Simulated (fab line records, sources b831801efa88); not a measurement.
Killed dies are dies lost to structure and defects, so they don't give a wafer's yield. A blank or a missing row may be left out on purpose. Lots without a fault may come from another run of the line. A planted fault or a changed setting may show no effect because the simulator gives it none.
fab line records | flow gf180mcu
record lots=13 wafers=39 last_day=33
route steps=602 shown STI@23 NWELL@49 HV_LDD@178 CONTACT@289
lots that met no fault: from a run of the same line without faults
start_h: hours from the record's first day to the start of the lot's first wafer shown | wait_h: hours since the lot's step before | " the same as in the row above | L1.1+2: a row that stands for several wafers | - no value, or no start given | * or withheld: withheld | < > ~ a bound
route shown NAME@n: a module of which the file shows steps, and the number in the route of the first | usual: mean/standard deviation of fault-free wafers | same: alike in all rows | chamber/n: place in a boat | sites: the reading at each site | _std_site: their standard deviation | _edge_site: outer sites' mean less inner sites' | radius_mm: how far each site lies from the wafer's centre | mask NAME#n: copy n | behind: the tool/chamber that last shaped the wafer | hold: why the lot was held/for how many hours/how that ended | device: the transistor (n, p or np) that didn't switch | end of line: the same wafers' tests at the end of the route | a step without rows: its recipe alone | killed: dies lost to structure and defects at the first sort, not the wafer's yield | map: a wafer's dies, x killed, . not, _ none there
set.NAME: the setting as run; set.NAME@STEP: as run at that earlier step | model.NAME: the simulator's own value behind a step, which no gauge read
steps of the route over a sample of lots; a table a step, a row a wafer
services: from which hour (start_h, from the record's first day; less than 0 if before it) a tool's chamber was out of use, for how many hours, and why
## steps
# step GF_STI_THK_MEAS_22
# recipe reads=SiO2_of_STI_OXIDATION_21
# usual STI_OXIDATION_01_THK=15.0/0.32
# columns lot.wafer tool chamber start_h wait_h STI_OXIDATION_01_THK[nm]
L612.2 film_metro-04 - 31.84 0.0 15.6
L612.3 " - " " 15.5
L612.5 " - " " 15.4
L613.4 film_metro-03 - 38.03 0.0 14.8
L613.5 " - " " 14.3
L613.6 " - " " 14.6
L614.1 film_metro-02 - 44.18 0.0 15.0
L614.2 " - " " 14.8
L614.5 " - " " 14.9
L616.1 film_metro-03 - 54.26 0.0 15.1
L616.3 " - " " 14.9
L616.6 " - " " 15.1
L617.4 film_metro-02 - 59.34 0.0 14.6
L617.5 " - " " 14.4
L617.6 " - " " 14.5
L618.2 film_metro-02 - 63.00 0.0 15.4
L618.3 " - " " 15.1
L618.6 " - " " 14.9
L619.1 film_metro-02 - 68.48 0.0 14.7
L619.2 " - " " 14.9
L619.3 " - " " 14.7
L620.3 film_metro-02 - 72.73 0.0 15.1
L620.4 " - " " 14.9
L620.6 " - " " 15.1
L625.1 film_metro-04 - 102.09 0.0 15.3
L625.5 " - " " 15.7
L625.6 " - " " 15.5
L629.1 film_metro-03 - 120.70 0.0 15.3
L629.2 " - " " 15.3
L629.4 " - " " 15.3
L628.4 film_metro-04 - 120.73 0.0 15.1
L628.5 " - " " 15.1
L628.6 " - " " 15.3
L631.2 film_metro-02 - 131.62 0.0 15.4
L631.3 " - " " 15.2
L631.6 " - " " 15.2
L630.3 film_metro-04 - 131.63 0.0 14.9
L630.5 " - " " 15.1
L630.6 " - " " 14.7
# step GF_NWELL_OVL_MEAS_07
# usual NWELL_OVL=-0.8/1.3
# columns lot.wafer tool chamber start_h wait_h NWELL_OVL[nm]
L612.2 overlay-02 - 59.31 - -1.7
L612.3 " - " " -0.8
L612.5 " - " " -2.2
L613.4 overlay-01 - 68.96 - 1.3
L613.5 " - " " 0.0
L613.6 " - " " -0.5
L614.1 overlay-01 - 71.80 - 1.2
L614.2 " - " " -1.3
L614.5 " - " " -1.6
L616.1 overlay-01 - 83.46 - -1.3
L616.3 " - " " 0.2
L616.6 " - " " -0.7
L617.4 overlay-02 - 89.96 - 0.3
L617.5 " - " " -1.3
L617.6 " - " " -1.7
L618.2 overlay-02 - 93.41 - -2.5
L618.3 " - " " -0.7
L618.6 " - " " -1.0
L619.1 overlay-01 - 98.70 - 0.4
L619.2 " - " " -0.4
L619.3 " - " " -1.4
L620.3 overlay-02 - 102.96 - -0.5
L620.4 " - " " -0.7
L620.6 " - " " -1.0
L625.1 overlay-02 - 133.96 - 1.0
L625.5 " - " " 0.6
L625.6 " - " " -0.2
L629.1 overlay-02 - 159.61 - -1.0
L629.2 " - " " -1.4
L629.4 " - " " 0.9
L628.4 overlay-01 - 159.97 - -3.0
L628.5 " - " " -3.6
L628.6 " - " " -1.8
L630.3 overlay-01 - 164.97 - -0.6
L630.5 " - " " -0.9
L630.6 " - " " 1.3
L631.2 overlay-02 - 165.70 - -0.2
L631.3 " - " " 0.3
L631.6 " - " " 1.0
# step GF_HV_LDD_COAT_02
# recipe resist=NOVOLAK spin_rpm=3000 resist_thk_nm=1000
# usual spin_speed_rpm=3000.5/1.9
# columns lot.wafer tool chamber start_h wait_h spin_speed_rpm
L612.2 litho_track-03 0 214.27 0.1 2997.7
L612.3 " 0 " " 3001.0
L612.5 " 0 " " 2998.7
L613.4 litho_track-01 0 220.18 0.1 3000.5
L613.5 " 0 " " 3000.0
L613.6 " 0 " " 3000.0
L614.1 litho_track-01 0 225.81 0.1 2998.8
L614.2 " 0 " " 3004.3
L614.5 " 0 " " 3002.3
L616.1 litho_track-02 0 244.81 0.1 3000.2
L616.3 " 0 " " 2999.0
L616.6 " 0 " " 2995.9
L617.4 litho_track-01 0 252.03 0.1 2999.1
L617.5 " 0 " " 3004.2
L617.6 " 0 " " 3002.1
L618.2 litho_track-01 0 253.53 0.1 3000.6
L618.3 " 0 " " 2999.3
L618.6 " 0 " " 2999.7
L619.1 litho_track-03 0 266.64 0.1 3003.1
L619.2 " 0 " " 3002.8
L619.3 " 0 " " 2999.0
L620.3 litho_track-01 0 267.01 0.1 2999.5
L620.4 " 0 " " 2997.7
L620.6 " 0 " " 3000.2
L625.1 litho_track-01 0 311.76 0.1 3000.9
L625.5 " 0 " " 3001.6
L625.6 " 0 " " 3000.6
L628.4 litho_track-03 0 344.92 0.1 3741.4
L628.5 " 0 " " 3747.3
L628.6 " 0 " " 3743.2
L629.1 litho_track-03 0 346.44 0.1 3744.1
L629.2 " 0 " " 3743.3
L629.4 " 0 " " 3745.1
L630.3 litho_track-03 0 354.64 0.1 3742.7
L630.5 " 0 " " 3740.8
L630.6 " 0 " " 3739.9
L631.2 litho_track-02 0 355.08 0.1 3000.8
L631.3 " 0 " " 2999.0
L631.6 " 0 " " 2998.9
# step GF_HV_LDD_CD_MEAS_07
# recipe target_cd_nm=400
# usual cd_nm=400.2/1.9
# columns lot.wafer tool chamber start_h wait_h cd_nm
L612.2 cd_sem-01 - 223.43 0.1 402.4
L612.3 " - " " 401.6
L612.5 " - " " 401.0
L613.4 cd_sem-02 - 228.75 0.1 397.6
L613.5 " - " " 400.7
L613.6 " - " " 398.7
L614.1 cd_sem-02 - 235.04 0.1 402.8
L614.2 " - " " 400.6
L614.5 " - " " 398.8
L616.1 cd_sem-02 - 254.79 0.1 400.7
L616.3 " - " " 402.4
L616.6 " - " " 401.4
L617.4 cd_sem-02 - 261.47 0.1 400.1
L617.5 " - " " 399.4
L617.6 " - " " 401.6
L618.2 cd_sem-02 - 263.33 0.1 401.3
L618.3 " - " " 398.3
L618.6 " - " " 398.5
L619.1 cd_sem-01 - 276.66 0.1 401.5
L619.2 " - " " 401.6
L619.3 " - " " 402.6
L620.3 cd_sem-02 - 276.73 0.1 399.7
L620.4 " - " " 398.0
L620.6 " - " " 399.4
L625.1 cd_sem-01 - 322.36 0.1 402.8
L625.5 " - " " 401.7
L625.6 " - " " 404.3
L628.4 cd_sem-02 - 355.85 0.1 413.1
L628.5 " - " " 410.2
L628.6 " - " " 409.3
L629.1 cd_sem-02 - 358.29 0.1 409.4
L629.2 " - " " 407.8
L629.4 " - " " 409.8
L630.3 cd_sem-01 - 365.90 0.1 408.9
L630.5 " - " " 407.7
L630.6 " - " " 408.6
L631.2 cd_sem-02 - 366.01 0.1 400.9
L631.3 " - " " 402.3
L631.6 " - " " 400.7
# step GF_HV_LDD_STRIP_10
# recipe chemistry=O2/N2 power_w=1400 pressure_mtorr=1500 platen_temp_c=250 o2_flow_sccm=3000 n2_flow_sccm=300 overash_fraction=0.5
# usual drypump_motor_current_A=6.1/0.38 heater_power_w=340/30 oes_product_au=0.716/0.0048 strip_time_to_endpoint_s=12.64/0.031
# columns lot.wafer tool chamber start_h wait_h drypump_motor_current_A heater_power_w oes_product_au rf_hours_counter_h strip_time_to_endpoint_s
L612.2 plasma_asher-01 1 223.72 0.1 6.1 335 0.717 59 12.63
L612.3 " 0 " " 6.4 303 0.708 - 12.64
L612.5 " 1 " " 6.1 333 0.717 - 12.64
L613.4 plasma_asher-01 0 229.03 0.1 6.4 297 0.717 - 12.62
L613.5 " 0 " " 6.4 295 0.719 - 12.65
L613.6 " 1 " " 6.1 330 0.716 - 12.65
L614.1 plasma_asher-01 0 235.35 0.1 6.4 290 0.721 60 12.61
L614.2 " 1 " " 6.1 330 0.716 60 12.65
L614.5 " 1 " " 6.1 335 0.724 - 12.67
L616.1 plasma_asher-02 1 255.10 0.1 5.5 302 0.712 14 12.65
L616.3 " 1 " " 5.5 299 0.709 - 12.67
L616.6 " 0 " " 6.5 397 0.719 - 12.70
L617.4 plasma_asher-03 0 261.75 0.1 6.3 348 0.721 - 12.64
L617.5 " 1 " " 5.6 355 0.713 - 12.66
L617.6 " 0 " " 6.4 341 0.715 - 12.66
L618.2 plasma_asher-02 1 263.61 0.1 5.5 291 0.715 15 12.68
L618.3 " 0 " " 6.5 388 0.716 - 12.65
L618.6 " 0 " " 6.5 381 0.721 - 12.71
L619.1 plasma_asher-01 1 276.96 0.1 6.1 328 0.719 65 12.67
L619.2 " 0 " " 6.4 301 0.722 65 12.67
L619.3 " 0 " " 6.4 295 0.721 - 12.64
L620.3 plasma_asher-03 1 277.03 0.1 5.6 352 0.710 - 12.65
L620.4 " 0 " " 6.4 337 0.719 - 12.61
L620.6 " 0 " " 6.4 342 0.713 - 12.66
L625.1 plasma_asher-02 0 322.66 0.1 6.5 381 0.712 22 12.59
L625.5 " 1 " " 5.5 303 0.711 - 12.58
L625.6 " 0 " " 6.5 377 0.714 - 12.60
L628.4 plasma_asher-03 1 356.13 0.1 5.6 356 0.707 - 11.47
L628.5 " 1 " " 5.7 360 0.719 - 11.49
L628.6 " 0 " " 6.4 342 0.705 - 11.47
L629.1 plasma_asher-03 1 358.60 0.1 5.6 351 0.703 69 11.42
L629.2 " 0 " " 6.4 346 0.703 69 11.40
L629.4 " 0 " " 6.4 341 0.713 - 11.41
L630.3 plasma_asher-02 0 366.20 0.1 6.5 385 0.709 - 11.41
L630.5 " 0 " " 6.5 386 0.708 - 11.47
L630.6 " 1 " " 5.5 303 0.710 - 11.41
L631.2 plasma_asher-01 1 366.30 0.1 6.1 334 0.710 75 12.64
L631.3 " 1 " " 6.1 338 0.717 - 12.65
L631.6 " 1 " " 6.1 330 0.714 - 12.67
# step GF_CONTACT_CVD_02
# recipe material=SiO2 target_thk_nm=860 precursor=TEOS temp_c=400 time_s=95.992 rf_w=600
# usual heater_power_w=681/99
# columns lot.wafer tool chamber start_h wait_h heater_power_w
L612.2 pecvd-04 2 350.70 0.0 612
L612.3 " 1 " " 731
L612.5 " 2 " " 530
L613.4 pecvd-02 0 354.17 0.1 713
L613.5 " 1 " " 835
L613.6 " 2 " " 790
L614.1 pecvd-02 1 363.89 0.1 857
L614.2 " 2 " " 785
L614.5 " 0 " " 591
L616.1 pecvd-04 2 388.38 0.1 620
L616.3 " 1 " " 728
L616.6 " 0 " " 683
L617.4 pecvd-04 1 393.61 0.1 674
L617.5 " 0 " " 695
L617.6 " 2 " " 478
L618.2 pecvd-03 1 397.94 0.0 682
L618.3 " 0 " " 621
L618.6 " 0 " " 656
L619.1 pecvd-04 2 412.13 0.1 548
L619.2 " 0 " " 704
L619.3 " 1 " " 689
L620.3 pecvd-02 1 412.55 0.0 875
L620.4 " 0 " " 727
L620.6 " 2 " " 659
L625.1 pecvd-04 0 466.33 0.1 611
L625.5 " 2 " " 482
L625.6 " 0 " " 666
L628.4 pecvd-02 0 504.21 0.1 719
L628.5 " 2 " " 785
L628.6 " 1 " " 727
L629.1 pecvd-04 2 504.85 0.1 521
L629.2 " 0 " " 556
L629.4 " 0 " " 620
L630.3 pecvd-02 0 509.71 0.0 676
L630.5 " 0 " " 729
L630.6 " 1 " " 854
L631.2 pecvd-04 0 512.32 0.0 617
L631.3 " 2 " " 566
L631.6 " 1 " " 578
## services
# columns tool chamber start_h hours kind
plasma_asher-03 - 228.10 5.1 pm
pecvd-04 - 260.26 0.3 repair
plasma_asher-01 - 288.54 0.9 repair
plasma_asher-02 - 297.51 0.6 repair
plasma_asher-02 - 315.76 1.6 repair
plasma_asher-02 - 325.43 2.8 pm
pecvd-04 0 344.80 21.8 repair
pecvd-04 - 376.52 2.8 pm
pecvd-02 0 380.45 4.1 repair
pecvd-02 - 394.41 2.5 repair
plasma_asher-03 - 397.30 0.8 repair
pecvd-04 - 400.90 0.4 repair
pecvd-03 1 414.06 2.5 repair
pecvd-03 - 415.83 0.6 repair
plasma_asher-01 - 421.25 9.0 pm
plasma_asher-01 0 421.25 9.0 vent_cycle
plasma_asher-01 1 421.25 9.0 vent_cycle
plasma_asher-01 0 430.25 - clean
pecvd-02 - 460.62 5.8 repair
pecvd-04 2 475.96 16.8 repair
pecvd-03 1 482.05 16.4 repair
pecvd-02 - 484.41 3.2 repair
pecvd-03 - 504.92 5.5 pm
pecvd-03 2 511.89 14.4 repair
## key
first_sign step=GF_HV_LDD_COAT_02 reading=spin_speed_rpm direction=up sigmas=99+ usual=* struck=*
effect step=GF_HV_LDD_CD_MEAS_07 reading=cd_nm direction=up sigmas=5 usual=400.2 struck=409.4
effect step=GF_HV_LDD_STRIP_10 reading=strip_time_to_endpoint_s direction=down sigmas=38 usual=* struck=*
met_at GF_HV_LDD_COAT_02
struck_lots L628,L629,L630
tester_left_out L628,L629,L630
not_acting_at GF_STI_THK_MEAS_22,GF_NWELL_OVL_MEAS_07,GF_CONTACT_CVD_02
onset_between 266.64 344.92
fault kind=process_parameter_drift tool=litho_track-03 chamber=- onset_h=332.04 steps=GF_HV_LDD_COAT_02 channel=spin_rpm offset=* shape=step end_h=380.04 acts_in=* stated=*
# tester_left_out: of these lots the tester's yield and bins aren't shown, on N5 and GAA mostly nor the transistor test; their killed dies are dies lost to structure and defects alone, not to doping, threshold or leakage, so they don't give the yield
